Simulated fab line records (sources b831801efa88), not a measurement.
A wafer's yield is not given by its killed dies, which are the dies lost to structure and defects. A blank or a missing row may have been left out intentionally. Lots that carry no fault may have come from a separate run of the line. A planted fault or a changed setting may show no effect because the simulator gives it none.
fab line records + flow gf180mcu
[record]
- lots = 13
- wafers = 39
- last_day = 34
route steps=602 shown DNWELL@41 LVPWELL@65 VT_IMPLANT@125 CONTACT@309
lots untouched by any fault: they come from a run of this same line in which no faults occurred
start_h: the number of hours between the record's first day and the start of the first shown wafer of the lot + wait_h: hours from the lot's prior step to this one + " the same as in the row above + L1.1+2: a single row standing in for several wafers + - no value present, or no start provided + * or withheld: withheld + < > ~ a bound
route shown NAME@n: NAME is a module with steps in the file, n the number in the route of the first one + usual: average and standard deviation across the fault-free wafers + same: alike in all rows + chamber/n: place in a boat + sites: readings site by site + _std_site: their standard deviation + _edge_site: inner sites' mean taken away from outer sites' mean + radius_mm: for every site, how far away it sits from the centre of the wafer + mask NAME#n: copy n + behind: the tool/chamber that last shaped the wafer + hold: reason for holding the lot/hours on hold/outcome of the hold + device: the transistor (n, p or np) that didn't switch + end of line: tests of these same wafers at the route's end + step lacking rows: just its recipe + killed: the dies lost at the first sort to structure and to defects; this is not the yield of the wafer + map: a wafer's dies, x killed, . not, _ none there
set.NAME: setting as actually run; set.NAME@STEP: the setting as run at that earlier step + model.NAME: the simulator's own value behind a step, which no gauge read
one table for each step of the route and one row for each wafer, over a sample of lots
services: a tool's chamber out of use, with start hour (start_h, from the record's first day; less than 0 if before it), hours out, and reason
[[steps]]
[step GF_DNWELL_TW_MEAS_09]
[usual]
- DNWELL_TW = 1350/16
| lot.wafer | tool          | chamber | start_h | wait_h | DNWELL_TW |
|-----------|---------------|---------|---------|--------|-----------|
| L235.2    | film_metro-03 | -       | 53.57   | 0.1    | 1351      |
| L235.4    | "             | -       | "       | "      | 1354      |
| L235.5    | "             | -       | "       | "      | 1351      |
| L236.1    | film_metro-02 | -       | 57.47   | 0.1    | 1328      |
| L236.2    | "             | -       | "       | "      | 1331      |
| L236.4    | "             | -       | "       | "      | 1323      |
| L237.1    | film_metro-02 | -       | 67.35   | 0.1    | 1337      |
| L237.2    | "             | -       | "       | "      | 1330      |
| L237.4    | "             | -       | "       | "      | 1328      |
| L239.2    | film_metro-04 | -       | 74.71   | 0.1    | 1356      |
| L239.5    | "             | -       | "       | "      | 1363      |
| L239.6    | "             | -       | "       | "      | 1354      |
| L240.1    | film_metro-03 | -       | 78.45   | 0.1    | 1348      |
| L240.4    | "             | -       | "       | "      | 1350      |
| L240.6    | "             | -       | "       | "      | 1355      |
| L242.1    | film_metro-02 | -       | 90.40   | 0.1    | 1330      |
| L242.2    | "             | -       | "       | "      | 1325      |
| L242.4    | "             | -       | "       | "      | 1326      |
| L244.2    | film_metro-04 | -       | 100.18  | 0.1    | 1363      |
| L244.3    | "             | -       | "       | "      | 1356      |
| L244.4    | "             | -       | "       | "      | 1368      |
| L247.1    | film_metro-02 | -       | 117.82  | 0.1    | 1331      |
| L247.2    | "             | -       | "       | "      | 1335      |
| L247.4    | "             | -       | "       | "      | 1327      |
| L250.1    | film_metro-04 | -       | 133.83  | 0.1    | 1367      |
| L250.4    | "             | -       | "       | "      | 1371      |
| L250.6    | "             | -       | "       | "      | 1374      |
| L251.2    | film_metro-02 | -       | 138.13  | 0.1    | 1334      |
| L251.4    | "             | -       | "       | "      | 1333      |
| L251.5    | "             | -       | "       | "      | 1335      |
| L252.1    | film_metro-04 | -       | 144.42  | 0.1    | 1368      |
| L252.2    | "             | -       | "       | "      | 1361      |
| L252.5    | "             | -       | "       | "      | 1362      |
| L253.1    | film_metro-04 | -       | 148.42  | 0.1    | 1360      |
| L253.4    | "             | -       | "       | "      | 1351      |
| L253.5    | "             | -       | "       | "      | 1350      |
| L255.1    | film_metro-03 | -       | 159.13  | 0.1    | 1364      |
| L255.5    | "             | -       | "       | "      | 1360      |
| L255.6    | "             | -       | "       | "      | 1362      |
[step GF_LVPWELL_TW_MEAS_11]
[usual]
- LVPWELL_TW = 556/7.6
| lot.wafer | tool          | chamber | start_h | wait_h | LVPWELL_TW |
|-----------|---------------|---------|---------|--------|------------|
| L235.2    | film_metro-04 | -       | 79.21   | 0.1    | 564        |
| L235.4    | "             | -       | "       | "      | 563        |
| L235.5    | "             | -       | "       | "      | 562        |
| L236.1    | film_metro-01 | -       | 84.81   | 0.1    | 552        |
| L236.2    | "             | -       | "       | "      | 553        |
| L236.4    | "             | -       | "       | "      | 555        |
| L237.1    | film_metro-01 | -       | 95.49   | 0.1    | 553        |
| L237.2    | "             | -       | "       | "      | 553        |
| L237.4    | "             | -       | "       | "      | 550        |
| L239.2    | film_metro-01 | -       | 102.90  | 0.1    | 553        |
| L239.5    | "             | -       | "       | "      | 555        |
| L239.6    | "             | -       | "       | "      | 556        |
| L240.1    | film_metro-02 | -       | 106.99  | 0.1    | 548        |
| L240.4    | "             | -       | "       | "      | 550        |
| L240.6    | "             | -       | "       | "      | 552        |
| L242.1    | film_metro-04 | -       | 119.14  | 0.1    | 567        |
| L242.2    | "             | -       | "       | "      | 563        |
| L242.4    | "             | -       | "       | "      | 566        |
| L244.2    | film_metro-04 | -       | 130.05  | 0.1    | 569        |
| L244.3    | "             | -       | "       | "      | 568        |
| L244.4    | "             | -       | "       | "      | 570        |
| L247.1    | film_metro-02 | -       | 148.19  | 0.1    | 551        |
| L247.2    | "             | -       | "       | "      | 554        |
| L247.4    | "             | -       | "       | "      | 552        |
| L250.1    | film_metro-02 | -       | 165.26  | 0.1    | 549        |
| L250.4    | "             | -       | "       | "      | 552        |
| L250.6    | "             | -       | "       | "      | 548        |
| L251.2    | film_metro-04 | -       | 170.70  | 0.1    | 566        |
| L251.4    | "             | -       | "       | "      | 565        |
| L251.5    | "             | -       | "       | "      | 568        |
| L252.1    | film_metro-02 | -       | 177.89  | 0.1    | 547        |
| L252.2    | "             | -       | "       | "      | 547        |
| L252.5    | "             | -       | "       | "      | 548        |
| L253.1    | film_metro-02 | -       | 182.29  | 0.1    | 547        |
| L253.4    | "             | -       | "       | "      | 549        |
| L253.5    | "             | -       | "       | "      | 548        |
| L255.1    | film_metro-04 | -       | 192.14  | 0.1    | 562        |
| L255.5    | "             | -       | "       | "      | 562        |
| L255.6    | "             | -       | "       | "      | 563        |
[step GF_VT_IMPLANT_COAT_35]
[recipe]
- resist = NOVOLAK
- spin_rpm = 3000
- resist_thk_nm = 1000
| lot.wafer  | tool           | chamber | start_h | wait_h |
|------------|----------------|---------|---------|--------|
| L235.2+4+5 | litho_track-03 | 0       | 159.38  | 0.1    |
| L236.1+2+4 | litho_track-04 | 0       | 166.97  | 0.1    |
| L237.1+2+4 | litho_track-04 | 0       | 179.12  | 0.1    |
| L239.2+5+6 | litho_track-04 | 0       | 189.55  | 0.1    |
| L240.1+4+6 | litho_track-01 | 0       | 193.18  | 0.1    |
| L242.1+2+4 | litho_track-03 | 0       | 208.36  | 0.1    |
| L244.2+3+4 | litho_track-04 | 0       | 222.05  | 0.1    |
| L247.1+2+4 | litho_track-01 | 0       | 242.77  | 0.1    |
| L250.1+4+6 | litho_track-03 | 0       | 262.26  | 0.1    |
| L251.2+4+5 | litho_track-01 | 0       | 268.55  | 0.1    |
| L252.1+2+5 | litho_track-04 | 0       | 277.67  | 0.1    |
| L253.1+4+5 | litho_track-03 | 0       | 283.01  | 0.1    |
| L255.1+5+6 | litho_track-04 | 0       | 292.82  | 0.1    |
[step GF_VT_IMPLANT_STRIP_42]
[recipe]
- chemistry = O2/N2
- power_w = 1400
- pressure_mtorr = 1500
- platen_temp_c = 250
- o2_flow_sccm = 3000
- n2_flow_sccm = 300
- overash_fraction = 0.5
[usual]
- drypump_motor_current_A = 5.7/0.43
- heater_power_w = 311/35
- oes_product_au = 0.716/0.0042
- strip_time_to_endpoint_s = 12.63/0.037
| lot.wafer | tool            | chamber | start_h | wait_h | drypump_motor_current_A | heater_power_w | oes_product_au | rf_hours_counter_h | strip_time_to_endpoint_s |
|-----------|-----------------|---------|---------|--------|-------------------------|----------------|----------------|--------------------|--------------------------|
| L235.2    | plasma_asher-02 | 1       | 167.89  | 0.1    | 5.5                     | 313            | 0.718          | 52                 | 12.56                    |
| L235.4    | "               | 1       | "       | "      | 5.6                     | 316            | 0.724          | -                  | 12.59                    |
| L235.5    | "               | 0       | "       | "      | 6.1                     | 268            | 0.714          | -                  | 12.60                    |
| L236.1    | plasma_asher-02 | 0       | 175.21  | 0.1    | 6.1                     | 274            | 0.714          | 53                 | 12.63                    |
| L236.2    | "               | 1       | "       | "      | 5.6                     | 309            | 0.717          | 53                 | 12.61                    |
| L236.4    | "               | 0       | "       | "      | 6.1                     | 273            | 0.714          | -                  | 12.62                    |
| L237.1    | plasma_asher-01 | 1       | 187.49  | 0.1    | 6.4                     | 339            | 0.718          | 41                 | 12.65                    |
| L237.2    | "               | 0       | "       | "      | 5.5                     | 325            | 0.721          | 41                 | 12.65                    |
| L237.4    | "               | 1       | "       | "      | 6.3                     | 337            | 0.714          | -                  | 12.60                    |
| L239.2    | plasma_asher-04 | 0       | 198.39  | 0.1    | 5.7                     | 358            | 0.718          | 9                  | 12.61                    |
| L239.5    | "               | 1       | "       | "      | 5.1                     | 251            | 0.726          | -                  | 12.65                    |
| L239.6    | "               | 0       | "       | "      | 5.7                     | 347            | 0.714          | -                  | 12.61                    |
| L240.1    | plasma_asher-02 | 0       | 201.94  | 0.1    | 6.1                     | 269            | 0.720          | 56                 | 12.68                    |
| L240.4    | "               | 1       | "       | "      | 5.5                     | 302            | 0.720          | -                  | 12.68                    |
| L240.6    | "               | 1       | "       | "      | 5.5                     | 313            | 0.723          | -                  | 12.69                    |
| L242.1    | plasma_asher-04 | 1       | 217.61  | 0.1    | 5.1                     | 256            | 0.722          | 11                 | 12.67                    |
| L242.2    | "               | 0       | "       | "      | 5.7                     | 343            | 0.710          | 11                 | 12.69                    |
| L242.4    | "               | 1       | "       | "      | 5.1                     | 250            | 0.719          | -                  | 12.68                    |
| L244.2    | plasma_asher-01 | 0       | 231.16  | 0.1    | 5.5                     | 327            | 0.715          | 46                 | 12.60                    |
| L244.3    | "               | 0       | "       | "      | 5.5                     | 328            | 0.718          | -                  | 12.62                    |
| L244.4    | "               | 1       | "       | "      | 6.3                     | 342            | 0.713          | -                  | 12.63                    |
| L247.1    | plasma_asher-01 | 1       | 252.46  | 0.1    | 6.3                     | 339            | 0.718          | 48                 | 12.49                    |
| L247.2    | "               | 0       | "       | "      | 5.5                     | 325            | 0.719          | 48                 | 12.48                    |
| L247.4    | "               | 1       | "       | "      | 6.4                     | 326            | 0.708          | -                  | 12.48                    |
| L250.1    | plasma_asher-04 | 1       | 271.69  | 0.1    | 5.1                     | 253            | 0.710          | 16                 | 12.67                    |
| L250.4    | "               | 1       | "       | "      | 5.1                     | 250            | 0.715          | -                  | 12.63                    |
| L250.6    | "               | 0       | "       | "      | 5.7                     | 340            | 0.718          | -                  | 12.67                    |
| L251.2    | plasma_asher-01 | 0       | 278.29  | 0.1    | 5.5                     | 322            | 0.714          | 51                 | 12.48                    |
| L251.4    | "               | 0       | "       | "      | 5.5                     | 332            | 0.717          | -                  | 12.44                    |
| L251.5    | "               | 1       | "       | "      | 6.4                     | 338            | 0.716          | -                  | 12.44                    |
| L252.1    | plasma_asher-01 | 0       | 287.61  | 0.1    | 5.5                     | 329            | 0.718          | 52                 | 12.60                    |
| L252.2    | "               | 1       | "       | "      | 6.3                     | 340            | 0.716          | 52                 | 12.59                    |
| L252.5    | "               | 0       | "       | "      | 5.5                     | 330            | 0.711          | -                  | 12.61                    |
| L253.1    | plasma_asher-01 | 0       | 292.91  | 0.1    | 5.5                     | 327            | 0.710          | 52                 | 12.63                    |
| L253.4    | "               | 1       | "       | "      | 6.4                     | 338            | 0.713          | -                  | 12.63                    |
| L253.5    | "               | 0       | "       | "      | 5.5                     | 328            | 0.724          | -                  | 12.64                    |
| L255.1    | plasma_asher-04 | 1       | 303.36  | 0.1    | 5.1                     | 253            | 0.715          | 19                 | 12.64                    |
| L255.5    | "               | 1       | "       | "      | 5.1                     | 258            | 0.706          | -                  | 12.62                    |
| L255.6    | "               | 0       | "       | "      | 5.7                     | 348            | 0.721          | -                  | 12.56                    |
[step GF_CONTACT_SPUTTER_22]
[recipe]
- material = Ti
- target_thk_nm = 15
- chamber_pressure_pa = 5
- power_w = 2500
- substrate_temp_c = 200
- time_s = 80.02
[usual]
- throttle_valve_pct = 29.9/1.1
[same]
- time_s = 80.02
| lot.wafer | tool           | chamber | start_h | wait_h | throttle_valve_pct |
|-----------|----------------|---------|---------|--------|--------------------|
| L235.2    | pvd_sputter-02 | -       | 373.54  | 0.0    | 28.5               |
| L235.4    | "              | -       | "       | "      | 31.5               |
| L235.5    | "              | -       | "       | "      | 31.3               |
| L236.1    | pvd_sputter-04 | -       | 390.04  | 0.0    | 29.1               |
| L236.2    | "              | -       | "       | "      | 30.2               |
| L236.4    | "              | -       | "       | "      | 29.9               |
| L237.1    | pvd_sputter-01 | -       | 404.42  | 0.0    | 30.2               |
| L237.2    | "              | -       | "       | "      | 28.3               |
| L237.4    | "              | -       | "       | "      | 29.2               |
| L239.2    | pvd_sputter-02 | -       | 425.37  | 0.0    | 28.5               |
| L239.5    | "              | -       | "       | "      | 31.4               |
| L239.6    | "              | -       | "       | "      | 30.6               |
| L240.1    | pvd_sputter-02 | -       | 426.99  | 0.0    | 31.5               |
| L240.4    | "              | -       | "       | "      | 30.7               |
| L240.6    | "              | -       | "       | "      | 28.4               |
| L242.1    | pvd_sputter-02 | -       | 446.14  | 0.0    | 31.6               |
| L242.2    | "              | -       | "       | "      | 31.0               |
| L242.4    | "              | -       | "       | "      | 31.3               |
| L244.2    | pvd_sputter-04 | -       | 461.19  | 0.0    | 29.8               |
| L244.3    | "              | -       | "       | "      | 29.1               |
| L244.4    | "              | -       | "       | "      | 29.0               |
| L247.1    | pvd_sputter-02 | -       | 491.83  | 0.0    | 31.5               |
| L247.2    | "              | -       | "       | "      | 30.4               |
| L247.4    | "              | -       | "       | "      | 31.2               |
| L250.1    | pvd_sputter-02 | -       | 516.46  | 0.0    | 28.6               |
| L250.4    | "              | -       | "       | "      | 31.3               |
| L250.6    | "              | -       | "       | "      | 31.1               |
| L251.2    | pvd_sputter-02 | -       | 520.49  | 0.0    | 31.4               |
| L251.4    | "              | -       | "       | "      | 30.6               |
| L251.5    | "              | -       | "       | "      | 30.2               |
| L252.1    | pvd_sputter-01 | -       | 533.82  | 0.0    | 30.0               |
| L252.2    | "              | -       | "       | "      | 29.1               |
| L252.5    | "              | -       | "       | "      | 30.1               |
| L253.1    | pvd_sputter-02 | -       | 541.32  | 0.0    | 28.8               |
| L253.4    | "              | -       | "       | "      | 31.1               |
| L253.5    | "              | -       | "       | "      | 28.5               |
| L255.1    | pvd_sputter-01 | -       | 551.15  | 0.0    | 29.3               |
| L255.5    | "              | -       | "       | "      | 30.2               |
| L255.6    | "              | -       | "       | "      | 29.1               |
[[services]]
| tool            | chamber | start_h | hours | kind                      |
|-----------------|---------|---------|-------|---------------------------|
| plasma_asher-02 | -       | 174.17  | 0.6   | repair                    |
| litho_track-04  | -       | 234.03  | -     | consumable_replace:filter |
| pvd_sputter-01  | -       | 243.70  | 6.5   | repair                    |
| pvd_sputter-02  | -       | 244.42  | 1.6   | repair                    |
| plasma_asher-02 | -       | 244.87  | 0.4   | repair                    |
| plasma_asher-02 | -       | 306.18  | 2.8   | pm                        |
| pvd_sputter-01  | 1       | 308.52  | -     | consumable_replace:kit    |
| pvd_sputter-01  | 1       | 308.52  | 18.0  | scheduled_down            |
| pvd_sputter-01  | 1       | 308.52  | 18.0  | vent_cycle                |
| pvd_sputter-01  | -       | 318.73  | 0.6   | repair                    |
| pvd_sputter-04  | -       | 353.87  | 10.9  | repair                    |
| pvd_sputter-01  | -       | 365.85  | 5.8   | repair                    |
| pvd_sputter-02  | -       | 394.83  | 5.3   | repair                    |
| pvd_sputter-02  | -       | 413.61  | 9.9   | repair                    |
| plasma_asher-02 | -       | 421.26  | 9.0   | pm                        |
| plasma_asher-02 | 0       | 421.26  | 9.0   | vent_cycle                |
| plasma_asher-02 | 1       | 421.26  | 9.0   | vent_cycle                |
| plasma_asher-02 | 0       | 430.26  | -     | clean                     |
| plasma_asher-02 | 1       | 430.26  | -     | clean                     |
| pvd_sputter-02  | 1       | 432.51  | -     | consumable_replace:kit    |
| pvd_sputter-02  | 1       | 432.51  | 18.0  | scheduled_down            |
| pvd_sputter-02  | 1       | 432.51  | 18.0  | vent_cycle                |
| plasma_asher-04 | -       | 446.79  | 2.8   | pm                        |
| pvd_sputter-02  | -       | 479.81  | 1.1   | repair                    |
[[key]]
[first_sign]
- step = GF_VT_IMPLANT_STRIP_42
- reading = strip_time_to_endpoint_s
- direction = down
- sigmas = 4.3
- usual = *
- struck = *
effect none on later readings
met_at GF_VT_IMPLANT_COAT_35
struck_lots L247,L251
tester_left_out L247,L251
not_acting_at GF_DNWELL_TW_MEAS_09,GF_LVPWELL_TW_MEAS_11,GF_CONTACT_SPUTTER_22
onset_between 193.18 242.77
[fault]
- kind = process_parameter_drift
- tool = litho_track-01
- chamber = -
- onset_h = 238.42
- steps = GF_VT_IMPLANT_COAT_35
- channel = resist_thk_nm
- offset = *
- shape = step
- end_h = 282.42
- acts_in = *
- stated = *
// tester_left_out: of these lots the tester's yield and bins aren't shown, on N5 and GAA mostly nor the transistor test; their killed dies are dies lost to structure and defects alone, not to doping, threshold or leakage, so they don't give the yield
